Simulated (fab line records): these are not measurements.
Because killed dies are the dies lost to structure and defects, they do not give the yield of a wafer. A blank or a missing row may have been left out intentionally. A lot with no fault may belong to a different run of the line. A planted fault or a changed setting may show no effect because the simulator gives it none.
Which tool is to blame? | flow gf180mcu | 13 lots, 39 wafers sampled, at 4 steps of a route of 602

## WHAT THE GAUGES READ, wafer by wafer
GF_VT_IMPLANT_OVL_MEAS_40.
lot  | measured     | on         | VT_IMPLANT_03_OVL (nm)
L644 | day 8 09:36  | overlay-02 | 1.7 2.0 1.1
L645 | day 8 16:02  | overlay-01 | 0.1 0.0 -0.3
L646 | day 8 22:08  | overlay-02 | 0.2 1.0 1.8
L647 | day 9 05:32  | overlay-01 | 0.6 1.1 0.4
L648 | day 9 16:29  | overlay-02 | 1.8 0.5 1.4
L650 | day 9 23:20  | overlay-02 | -0.4 0.5 -0.5
L651 | day 10 16:38 | overlay-01 | -0.8 0.0 -1.8
L652 | day 11 01:08 | overlay-01 | -0.2 0.0 0.3
L653 | day 11 02:54 | overlay-02 | 0.5 0.5 1.3
L657 | day 12 03:02 | overlay-02 | 1.1 0.1 0.4
L658 | day 12 07:53 | overlay-01 | -0.8 -0.6 -0.6
L661 | day 13 09:41 | overlay-02 | 1.0 1.1 1.7
L664 | day 14 01:02 | overlay-01 | 1.2 0.6 0.3

GF_VT_IMPLANT_RS_MEAS_49: measures by four-point-probe.
lot  | measured     | on            | MVPSD_RS (ohm/sq)
L644 | day 8 10:29  | film_metro-03 | 1170 1169 1169
L645 | day 8 16:53  | film_metro-03 | 1167 1171 1167
L646 | day 8 22:59  | film_metro-03 | 1167 1170 1170
L647 | day 9 06:23  | film_metro-01 | 1173 1168 1171
L648 | day 9 17:20  | film_metro-04 | 1172 1172 1170
L650 | day 10 00:11 | film_metro-01 | 1167 1166 1165
L651 | day 10 17:29 | film_metro-04 | 1174 1176 1174
L652 | day 11 01:59 | film_metro-01 | 1163 1168 1170
L653 | day 11 03:47 | film_metro-04 | 1164 1169 1167
L657 | day 12 03:55 | film_metro-01 | 1164 1168 1168
L658 | day 12 08:46 | film_metro-04 | 1171 1174 1169
L661 | day 13 10:33 | film_metro-01 | 1172 1172 1173
L664 | day 14 01:55 | film_metro-03 | 1172 1170 1170

GF_HV_LDD_TW_MEAS_23.
lot  | measured     | on            | HV_LDD_2_TW
L644 | day 11 16:05 | film_metro-03 | 1066 1071 1059
L645 | day 12 00:01 | film_metro-01 | 1040 1042 1039
L646 | day 12 08:32 | film_metro-01 | 1037 1044 1036
L647 | day 12 17:02 | film_metro-03 | 1081 1069 1067
L648 | day 13 02:38 | film_metro-01 | 1044 1053 1049
L650 | day 13 10:44 | film_metro-03 | 1082 1079 1076
L651 | day 14 06:20 | film_metro-03 | 1086 1073 1078
L652 | day 14 20:13 | film_metro-04 | 1295 1294 1303
L653 | day 14 20:58 | film_metro-04 | 1045 1051 1049
L657 | day 15 23:57 | film_metro-01 | 1042 1048 1046
L658 | day 16 02:47 | film_metro-01 | 1298 1305 1311
L661 | day 17 09:41 | film_metro-04 | 1041 1047 1047
L664 | day 18 02:51 | film_metro-03 | 1072 1075 1068

## WHAT TOOL EACH LOT RAN ON (gives the tool, then ch and the chambers of the sampled wafers, and finally the start)
lot  | GF_HV_LDD_IMPLANT_21
L644 | implanter-02 ch 0, day 11 15:52
L645 | implanter-03 ch 0, day 11 23:46
L646 | implanter-02 ch 0, day 12 08:17
L647 | implanter-02 ch 0, day 12 16:47
L648 | implanter-03 ch 0, day 13 02:23
L650 | implanter-02 ch 0, day 13 10:29
L651 | implanter-04 ch 0, day 14 06:05
L652 | implanter-03 ch 0, day 14 19:38
L653 | implanter-03 ch 0, day 14 20:44
L657 | implanter-02 ch 0, day 15 23:43
L658 | implanter-03 ch 0, day 16 02:04
L661 | implanter-04 ch 0, day 17 09:26
L664 | implanter-04 ch 0, day 18 02:37
- GF_HV_LDD_IMPLANT_21

## WHAT THE TOOLS THEMSELVES READ (means of the sampled wafers that have a number; where no wafer has one, the mark that the record gives instead)
The record holds no such reading with a usual standard deviation.

## THE ANSWER, worked out from the rows above alone
Rule: the usual values come from the lots themselves. Put in order of their means at a reading, lots are off if they are a third of the lots or fewer, leave a main group of 4 or more, and stand apart from it by a gap of 3 or more times the standard deviation of the main group's means; of several such gaps the widest counts. The tables above print the reading to a certain number of digits; a main group whose means all agree to those digits is not used. Also off: a lot with no number at a reading for which 4 or more lots have one. Any other lot the step has rows for is counted as sound. After the gauges, taken in route order, come the tools' own readings; for these a lot's mean is taken, as printed above. At the first step where some lot is off, the reading lying furthest off is the one used; lots without a number count as furthest.
Off: L652, L658, seen at GF_HV_LDD_TW_MEAS_23 (HV_LDD_2_TW). For the main group the mean is 1058 and the standard deviation 15.
If a tool, at a process step before that reading, ran all the lots that are off and no sound lot after the first of them, it fits. The gauges at GF_HV_LDD_TW_MEAS_23 are tried like those tools. Not one of the candidates tried fits.

## WHAT HAD BEEN PUT IN BY THE SIMULATOR
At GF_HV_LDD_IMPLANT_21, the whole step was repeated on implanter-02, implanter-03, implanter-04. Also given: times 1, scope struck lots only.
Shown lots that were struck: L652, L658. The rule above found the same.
